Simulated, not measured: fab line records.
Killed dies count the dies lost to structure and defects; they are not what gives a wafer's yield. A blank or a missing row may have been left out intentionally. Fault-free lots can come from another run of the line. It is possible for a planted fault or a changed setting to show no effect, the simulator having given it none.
Which tool is to blame? -- flow gf180mcu -- 19 wafers from 7 lots sampled at 4 of the route's 602 steps

WHAT THE GAUGES READ, wafer by wafer
GF_M4_RS_MEAS_05: measurement is done with a four-point probe.
lot,measured,on,M4_ALCU_RS (ohm/sq)
L618,day 22 14:06,film-metro-01,0.0697 0.0684 0.0698
L621,day 23 23:21,film-metro-02,0.0686 0.0689 0.0703
L623,day 24 12:01,film-metro-03,0.0706 0.0695 0.0706
L625,day 25 08:39,film-metro-02,0.0704 0.0690 0.0686
L631,day 27 03:19,film-metro-03,0.0848 0.0687
L634,day 28 03:38,film-metro-03,0.0864 0.0698
L638,day 29 13:00,film-metro-03,0.0703 0.0707 0.0709

EACH LOT AND THE TOOL THAT RAN IT (in order: tool; ch and the chambers of the sampled wafers; start)
lot,GF_V3_ETCH_17,GF_V3_STRIP_18,GF_M4_SPUTTER_02
L618,"rie-diel-03 ch 0,1,3, day 22 12:37 or earlier","plasma-asher-03 ch 0,1, day 22 12:37","pvd-sputter-04, day 22 14:01"
L621,"rie-diel-01 ch 2,3, day 23 21:49 or earlier","plasma-asher-02 ch 0,1, day 23 21:49","pvd-sputter-04, day 23 23:16"
L623,"rie-diel-03 ch 0,1,2, day 24 10:31 or earlier","plasma-asher-02 ch 0,1, day 24 10:31","pvd-sputter-04, day 24 11:55"
L625,"rie-diel-01 ch 0,3, day 25 07:11 or earlier","plasma-asher-03 ch 0,1, day 25 07:11","pvd-sputter-04, day 25 08:31"
L631,"rie-diel-03 ch 1, day 27 01:52 or earlier","plasma-asher-03 ch 0,1, day 27 01:52","pvd-sputter-03, day 27 03:13"
L634,"rie-diel-02 ch 0,1, day 28 02:11 or earlier","plasma-asher-02 ch 1, day 28 02:11","pvd-sputter-03, day 28 03:33"
L638,"rie-diel-01 ch 0,1,3, day 29 10:01 or earlier","plasma-asher-03 ch 0,1, day 29 10:01","pvd-sputter-04, day 29 12:51"
- GF_V3_ETCH_17: etches SiO2 in C4F8/O2/Ar, stops on TiN, target depth 635 nm.
- GF_V3_STRIP_18: strips in O2/N2.
- GF_M4_SPUTTER_02: material AlCu, target thk 450 nm, time 23.9 s.

THE ANSWER, worked out from the rows above alone
Rule: the usual values come from the lots themselves. Put in order of their means at a reading, lots are off if they are a third of the lots or fewer, leave a main group of 4 or more, and stand apart from it by a gap of 3 or more times the standard deviation of the main group's means; of several such gaps the widest counts. The tables above print the reading to a certain number of digits; a main group whose means all agree to those digits is not used. A lot without any number at a reading at which 4 lots or more have one is off too. The other lots that the step has rows for count as sound.
Off: at GF_M4_RS_MEAS_05 (M4_ALCU_RS), L631, L634. The main group has a mean of 0.0698 ohm/sq with a standard deviation of 0.00057.
If a tool, at a process step before that reading, ran all the lots that are off and no sound lot after the first of them, it fits. Gauges at GF_M4_RS_MEAS_05: tried the same way as those tools. Because GF_V3_ETCH_17 lacks a start for some lots, the hours and order of its lots are taken from GF_V3_STRIP_18. One candidate fits, namely pvd-sputter-03 at GF_M4_SPUTTER_02. It ran no sound lot before its first lot that is off in this sample, so the start can't be narrowed down.

WHAT WAS PUT IN BY THE SIMULATOR
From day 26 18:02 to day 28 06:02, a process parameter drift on pvd-sputter-03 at GF_M4_SPUTTER_02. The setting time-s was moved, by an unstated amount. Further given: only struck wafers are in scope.
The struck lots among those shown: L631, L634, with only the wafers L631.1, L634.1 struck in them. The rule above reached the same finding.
